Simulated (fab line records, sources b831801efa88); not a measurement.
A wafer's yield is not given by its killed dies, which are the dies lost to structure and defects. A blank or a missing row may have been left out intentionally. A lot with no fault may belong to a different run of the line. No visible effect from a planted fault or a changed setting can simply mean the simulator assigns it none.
Comparing a struck lot with a sound one :: flow sky130 :: 14 out of 708 route steps
Sound: the wafers L701.1, L701.3, L701.5. Wafers struck: L709.4, L709.5, L709.6. At the end, the cause is stated.
Each step with rows lists, per side, the tool, then ch with its chambers, then its first start. Under that, the readings that differ: sound wafers :: struck wafers :: difference of the means :: sigmas: that difference in standard deviations of wafers without a fault.
alike: words and numbers the same on both sides, and readings whose means are apart by under 2 such deviations; not compared: readings that were withheld, readings missing a value for some wafer, numbers with overlapping values and no deviation given by the record, and bounds like >300 which may hide the same value.
A row with sigmas, a row that says differs or no value, or rows on one side alone: a step with any of these is where the two part. When numbers do not overlap yet have no deviation, they are printed without sigmas and do not part them. A reading missing from all wafers of one side parts the sides only when that side holds two or more wafers.

SKY_NWELL_RS_MEAS_29: a four-point-probe measurement.
  sound: film metro-04 at day 5 19:56; struck: film metro-03 at day 7 19:25
  alike: NWELL_RS
SKY_NWELL_RS_MEAS_31: a four-point-probe measurement.
  sound: film metro-04 at day 5 20:11; struck: film metro-03 at day 7 19:39
  alike: PWDE_RS
then, 7 steps without rows for these wafers: SKY_VT_ADJUST_HVTP_DEHYDRATE_00 (time 60 s); SKY_VT_ADJUST_HVTP_HMDS_01 (prime time 60 s); SKY_VT_ADJUST_HVTP_COAT_02 (resist thk 1140 nm); SKY_VT_ADJUST_HVTP_SOFTBAKE_03 (time 60 s); SKY_VT_ADJUST_HVTP_EXPOSE_04 (exposes mask HVTPM, target cd 380 nm); SKY_VT_ADJUST_HVTP_PEB_05; SKY_VT_ADJUST_HVTP_DEVELOP_06 (develop time 60 s).
SKY_VT_ADJUST_HVTP_CD_MEAS_07: the cd target is 380 nm.
  sound: cd sem-01 at day 6 13:37; struck: cd sem-01 at day 8 16:39
  alike: cd nm
SKY_VT_ADJUST_HVTP_OVL_MEAS_08:
  sound: overlay-02 at day 6 13:44; struck: overlay-02 at day 8 16:44
  alike: VT_ADJUST_HVTP_OVL
SKY_VT_ADJUST_HVTP_IMPLANT_09:
  sound on implanter-04 ch 0, day 6 13:47; struck on implanter-04 ch 0, day 8 16:49
reading: beam energy keV
sound: 149.93 149.94 149.96
struck: 163.74 163.69 163.70
difference: +13.77
sigmas: +99 or more

reading: model.implant.rp nm (nm)
sound: 85.45 85.45 85.45
struck: 91.3 91.3 91.3
difference: +5.8
sigmas: 

reading: model.implant.drp nm (nm)
sound: 33.4 33.4 33.4
struck: 35.91 35.91 35.91
difference: +2.51
sigmas: 
SKY_VT_ADJUST_HVTP_STRIP_10: strips in O2/N2.
  sound on plasma asher-03 ch 0,1, day 6 13:56; struck on plasma asher-02 ch 0,1, day 8 16:56
reading: strip time to endpoint s (s)
sound: 14.06 14.10 14.08
struck: 14.20 14.20 14.17
difference: +0.11
sigmas: +2
  alike: drypump motor current A, oes product au
  not compared: rf hours counter h
-- a jump in the record: the struck wafers' starts before and after are 40 days apart (it breaks off in module VT_ADJUST_HVTP and resumes in module PAD_OPEN, where the first step shown is number 708 of the route) --
SKY_PAD_OPEN_PROBE_99:
  sound: prober-02 at day 46 04:20; struck: prober-02 at day 48 06:47
reading: model.etest.tip p.rs ohm sq
sound: 6813 6803 6819
struck: 6612 6622 6625
difference: -192
sigmas: 

reading: model.etest.pfet_01v8.r on ohm um
sound: 2914 2844 2918
struck: 2773 2798 2748
difference: -119
sigmas: 

reading: model.etest.pfet_01v8.drive ua um
sound: 191.4 199.1 193
struck: 205 202.1 210
difference: +11
sigmas: 

reading: model.etest.pfet_01v8_mvt.drive ua um
sound: 153.7 157.4 153
struck: 163 162.9 164.7
difference: +9
sigmas: 

reading: model.etest.pfet_01v8_hvt.drive ua um
sound: 142.9 147.6 144.6
struck: 152.9 152.3 156.5
difference: +8.9
sigmas: 

reading: model.etest.sram pfet latch.drive ua um
sound: 139.8 146.7 144.8
struck: 153.3 150.3 157.4
difference: +9.9
sigmas: 

reading: model.etest.pfet_01v8_mvt.off log10 a um
sound: -10.35 -10.19 -10.3
struck: -9.527 -9.455 -9.441
difference: +0.806
sigmas: 

reading: model.etest.pfet_01v8.off log10 a um
sound: -9.68 -9.155 -9.426
struck: -8.789 -8.927 -8.783
difference: +0.587
sigmas: 
  alike: killed_at_M0_to_M3, killed_at_M4_up, killed at contacts, killed at front end, killed at other, killed dies, killed open, killed short

## WHERE THEY PART
Last at SKY_VT_ADJUST_HVTP_STRIP_10 as far as this record goes, first at SKY_VT_ADJUST_HVTP_IMPLANT_09. Later steps at which nothing parts them and some readings are alike: SKY_PAD_OPEN_PROBE_99.

WHY: the cause the simulator had injected
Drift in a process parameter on implanter-04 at SKY_VT_ADJUST_HVTP_IMPLANT_09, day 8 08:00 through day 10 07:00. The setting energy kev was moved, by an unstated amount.
